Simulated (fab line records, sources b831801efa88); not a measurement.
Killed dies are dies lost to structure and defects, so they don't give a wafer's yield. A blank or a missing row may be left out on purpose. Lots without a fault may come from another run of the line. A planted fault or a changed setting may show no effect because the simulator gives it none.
Which tool did it? | flow sky130 | 24 lots, 72 wafers sampled, at 5 steps of a route of 708

WHAT THE GAUGES READ, wafer by wafer
SKY_CONTACT_THK_MEAS_26: measures by xrf.
lot  | measured     | on            | CONTACT_W_THK (nm)
L074 | day 31 03:21 | film_metro-03 | 356 346 351
L075 | day 31 06:13 | film_metro-04 | 341 343 343
L076 | day 31 19:30 | film_metro-03 | 340 340 349
L077 | day 32 02:50 | film_metro-04 | 335 331 338
L078 | day 32 09:44 | film_metro-02 | 354 352 347
L079 | day 33 04:40 | film_metro-03 | 350 349 349
L080 | day 33 12:29 | film_metro-04 | 329 330 334
L081 | day 33 14:01 | film_metro-04 | 339 339 338
L082 | day 34 03:35 | film_metro-04 | 343 336 348
L083 | day 34 05:58 | film_metro-02 | 347 338 340
L084 | day 34 21:01 | film_metro-04 | 336 345 335
L086 | day 35 04:14 | film_metro-04 | 345 345 346
L085 | day 35 08:12 | film_metro-02 | 343 346 341
L087 | day 35 17:01 | film_metro-04 | 348 345 342
L088 | day 36 03:57 | film_metro-04 | 337 337 336
L089 | day 36 06:43 | film_metro-03 | 352 351 346
L090 | day 36 13:56 | film_metro-03 | 343 343 352
L091 | day 36 19:52 | film_metro-03 | 352 348 346
L092 | day 37 05:08 | film_metro-03 | 350 351 347
L093 | day 39 04:28 | film_metro-03 | 350 350 350
L097 | day 39 04:59 | film_metro-04 | 341 340 337
L094 | day 39 06:54 | film_metro-03 | 346 349 345
L096 | day 39 08:20 | film_metro-04 | 336 334 334
L095 | day 39 10:38 | film_metro-03 | 349 350 351

SKY_METAL1_CD_MEAS_15: target cd 140 nm.
lot  | measured     | on        | cd_nm (nm)
L074 | day 32 07:05 | cd_sem-02 | 140.4 142.3 141.3
L075 | day 32 10:27 | cd_sem-02 | 141.5 140.4 140.8
L076 | day 32 23:37 | cd_sem-01 | 138.8 139.4 139.4
L077 | day 33 07:26 | cd_sem-02 | 140.5 141.5 141.1
L078 | day 33 12:57 | cd_sem-01 | 138.3 137.2 138.2
L079 | day 34 08:17 | cd_sem-02 | 139.8 140.4 141.7
L080 | day 34 15:16 | cd_sem-02 | 139.5 139.9 139.5
L081 | day 34 17:25 | cd_sem-01 | 138.0 138.2 137.9
L082 | day 35 06:41 | cd_sem-02 | 140.7 139.2 140.7
L083 | day 35 09:41 | cd_sem-02 | 139.8 140.7 142.0
L084 | day 36 00:29 | cd_sem-01 | 138.8 138.0 137.7
L086 | day 36 08:04 | cd_sem-02 | 142.0 140.6 141.1
L085 | day 36 10:40 | cd_sem-01 | 140.1 141.4 140.6
L087 | day 36 20:02 | cd_sem-02 | 140.7 142.0 140.4
L088 | day 37 07:31 | cd_sem-02 | 140.1 140.4 140.8
L089 | day 37 09:19 | cd_sem-01 | 141.6 141.6 141.8
L090 | day 37 16:32 | cd_sem-01 | 140.2 138.8 139.6
L091 | day 37 21:34 | cd_sem-02 | 140.1 140.6 139.0
L092 | day 38 06:58 | cd_sem-01 | 139.2 139.9 140.2
L093 | day 40 06:53 | cd_sem-01 | 142.1 143.6 141.4
L097 | day 40 06:56 | cd_sem-02 | 140.3 140.8 140.6
L094 | day 40 09:05 | cd_sem-02 | 142.0 141.3 141.5
L096 | day 40 09:56 | cd_sem-01 | 139.8 139.3 141.0
L095 | day 40 12:11 | cd_sem-01 | 143.2 141.4 142.6

SKY_VIA1_CD_MEAS_12: target cd 150 nm.
lot  | measured     | on        | cd_nm (nm)
L074 | day 33 11:37 | cd_sem-01 | 151.3 151.9 153.0
L075 | day 33 14:43 | cd_sem-02 | 149.1 151.2 149.4
L076 | day 34 03:22 | cd_sem-01 | 147.8 149.0 148.2
L077 | day 34 10:11 | cd_sem-02 | 148.6 148.5 148.9
L078 | day 34 16:52 | cd_sem-02 | 149.6 148.9 149.3
L079 | day 35 12:17 | cd_sem-01 | 150.4 151.3 149.1
L080 | day 35 19:31 | cd_sem-01 | 149.8 148.1 148.9
L081 | day 35 21:09 | cd_sem-01 | 151.2 149.9 149.5
L082 | day 36 10:47 | cd_sem-01 | 155.1 153.4 154.9
L083 | day 36 14:16 | cd_sem-01 | 146.6 148.6 148.2
L084 | day 37 05:01 | cd_sem-02 | 149.2 149.7 149.2
L086 | day 37 11:48 | cd_sem-01 | 149.4 150.1 151.2
L085 | day 37 14:04 | cd_sem-02 | 150.8 150.2 151.1
L087 | day 37 22:16 | cd_sem-02 | 150.2 150.3 149.7
L088 | day 38 09:49 | cd_sem-01 | 148.5 148.3 149.2
L089 | day 38 11:22 | cd_sem-02 | 149.5 150.2 148.5
L090 | day 38 19:46 | cd_sem-02 | 148.7 148.4 150.0
L091 | day 39 01:41 | cd_sem-01 | 148.1 147.9 147.8
L092 | day 39 09:36 | cd_sem-01 | 151.2 152.2 153.2
L093 | day 41 08:48 | cd_sem-02 | 146.9 146.1 146.8
L097 | day 41 09:08 | cd_sem-02 | 147.8 150.8 148.9
L094 | day 41 11:16 | cd_sem-01 | 150.3 152.3 151.6
L096 | day 41 11:53 | cd_sem-01 | 151.8 151.9 151.4
L095 | day 41 14:17 | cd_sem-01 | 148.3 148.3 148.4

SKY_VIA1_RS_MEAS_22: measures by four-point-probe.
lot  | measured     | on            | VIA1_W_RS (ohm/sq)
L074 | day 33 12:37 | film_metro-02 | 0.433 0.427 0.434
L075 | day 33 15:43 | film_metro-01 | 0.437 0.440 0.432
L076 | day 34 04:23 | film_metro-02 | 0.423 0.434 0.428
L077 | day 34 11:16 | film_metro-04 | 0.435 0.431 0.435
L078 | day 34 17:53 | film_metro-02 | 0.439 0.433 0.438
L079 | day 35 13:20 | film_metro-02 | 0.434 0.436 0.438
L080 | day 35 20:32 | film_metro-04 | 0.433 0.435 0.435
L081 | day 35 22:17 | film_metro-04 | 0.434 0.439 0.439
L082 | day 36 11:47 | film_metro-01 | 0.433 0.436 0.435
L083 | day 36 15:20 | film_metro-04 | 0.425 0.430 0.425
L084 | day 37 06:02 | film_metro-02 | 0.434 0.437 0.432
L086 | day 37 12:47 | film_metro-01 | 0.430 0.427 0.424
L085 | day 37 15:03 | film_metro-04 | 0.434 0.426 0.425
L087 | day 37 23:16 | film_metro-01 | 0.434 0.425 0.431
L088 | day 38 10:51 | film_metro-02 | 0.436 0.434 0.432
L089 | day 38 12:23 | film_metro-02 | 0.424 0.429 0.433
L090 | day 38 20:47 | film_metro-02 | 0.429 0.428 0.429
L091 | day 39 02:41 | film_metro-04 | 0.428 0.432 0.428
L092 | day 39 10:35 | film_metro-02 | 0.436 0.436 0.435
L093 | day 41 09:48 | film_metro-02 | 0.428 0.437 0.430
L097 | day 41 10:07 | film_metro-01 | 0.428 0.430 0.424
L094 | day 41 12:15 | film_metro-02 | 0.423 0.425 0.420
L096 | day 41 12:53 | film_metro-01 | 0.425 0.422 0.427
L095 | day 41 15:16 | film_metro-04 | 0.425 0.426 0.422

WHICH TOOL RAN EACH LOT (tool, then ch and the chambers of the sampled wafers, then the start)
lot  | SKY_VIA1_ETCH_14
L074 | rie_diel-01 ch 0,3, day 33 11:46
L075 | rie_diel-01 ch 0,2,3, day 33 14:50
L076 | rie_diel-04 ch 0,1, day 34 03:29
L077 | rie_diel-01 ch 0,3, day 34 10:19
L078 | rie_diel-01 ch 0,1, day 34 17:01
L079 | rie_diel-01 ch 2,3, day 35 12:26
L080 | rie_diel-04 ch 1,2,3, day 35 19:40
L081 | rie_diel-02 ch 0,1, day 35 21:17
L082 | rie_diel-01 ch 0,1,2, day 36 10:56
L083 | rie_diel-04 ch 2,3, day 36 14:25
L084 | rie_diel-02 ch 0,1,2, day 37 05:10
L086 | rie_diel-01 ch 0,1,2, day 37 11:56
L085 | rie_diel-01 ch 0,1, day 37 14:13
L087 | rie_diel-01 ch 0,1,3, day 37 22:25
L088 | rie_diel-02 ch 0,1, day 38 09:55
L089 | rie_diel-01 ch 0,1, day 38 11:31
L090 | rie_diel-04 ch 1,2,3, day 38 19:55
L091 | rie_diel-02 ch 1,2, day 39 01:50
L092 | rie_diel-01 ch 0,1,2, day 39 09:44
L093 | rie_diel-04 ch 1,3, day 41 08:56
L097 | rie_diel-04 ch 0,1, day 41 09:17
L094 | rie_diel-02 ch 0,2,3, day 41 11:24
L096 | rie_diel-04 ch 0,3, day 41 12:03
L095 | rie_diel-01 ch 0,2,3, day 41 14:26
- SKY_VIA1_ETCH_14: etches BARC in N2/H2, stops on SiO2, time 45.9 s, target depth 60 nm.

WHAT THE TOOLS THEMSELVES READ (means of the sampled wafers that have a number; where no wafer has one, the mark that the record gives instead)
SKY_VIA1_ETCH_14.
lot  | tool        | chamber_pressure_mTorr (mTorr) | drypump_motor_current_A (A) | oes_product_au (a.u.) | throttle_valve_pct (%)
L074 | rie_diel-01 | 29.982                         | 5.4                         | 0.860                 | 13.237
L075 | rie_diel-01 | 29.978                         | 5.6                         | 0.852                 | 13.215
L076 | rie_diel-04 | 29.980                         | 5.2                         | 0.854                 | 13.239
L077 | rie_diel-01 | 29.996                         | 5.4                         | 0.856                 | 13.228
L078 | rie_diel-01 | 29.990                         | 5.6                         | 0.853                 | 13.228
L079 | rie_diel-01 | 30.010                         | 5.9                         | 0.853                 | 13.218
L080 | rie_diel-04 | 29.998                         | 5.3                         | 0.854                 | 13.230
L081 | rie_diel-02 | 29.986                         | 5.4                         | 0.854                 | 13.225
L082 | rie_diel-01 | 30.022                         | 5.7                         | 0.854                 | 13.219
L083 | rie_diel-04 | 29.962                         | 5.5                         | 0.853                 | 13.221
L084 | rie_diel-02 | 29.993                         | 5.4                         | 0.852                 | 13.220
L086 | rie_diel-01 | 30.004                         | 5.7                         | 0.853                 | 13.218
L085 | rie_diel-01 | 30.010                         | 5.3                         | 0.854                 | 13.220
L087 | rie_diel-01 | 30.013                         | 5.5                         | 0.856                 | 13.223
L088 | rie_diel-02 | 30.001                         | 5.4                         | 0.857                 | 13.223
L089 | rie_diel-01 | 30.012                         | 5.7                         | 0.852                 | 13.230
L090 | rie_diel-04 | 29.983                         | 5.3                         | 0.855                 | 13.218
L091 | rie_diel-02 | 30.002                         | 5.5                         | 0.851                 | 13.227
L092 | rie_diel-01 | 30.008                         | 5.7                         | 0.856                 | 13.228
L093 | rie_diel-04 | 29.982                         | 5.1                         | 0.858                 | 13.216
L097 | rie_diel-04 | 30.017                         | 5.4                         | 0.856                 | 13.222
L094 | rie_diel-02 | 30.016                         | 5.5                         | 0.854                 | 13.221
L096 | rie_diel-04 | 29.997                         | 5.5                         | 0.862                 | 13.220
L095 | rie_diel-01 | 29.994                         | 5.7                         | 0.857                 | 13.230

THE ANSWER, worked out from the rows above alone
Rule: what is usual is taken from the lots themselves. Put in order of their means at a reading, lots are off if they are a third of the lots or fewer, leave a main group of 4 or more, and stand apart from it by a gap of 3 or more times the standard deviation of the main group's means; of several such gaps the widest counts. A main group whose means are all the same, to the digits that the tables above print for the reading, isn't used. A lot without any number at a reading at which 4 lots or more have one is off too. The other lots that the step has rows for count as sound. The gauges are gone through in route order, then the tools' own readings, and for those a lot's mean is taken as printed above. The first step at which some lot is off is used, and at that step the reading that is off furthest; a lot without a number counts as furthest.
No lot is off at any reading shown: from this, nothing can be told.

WHAT THE SIMULATOR HAD PUT IN
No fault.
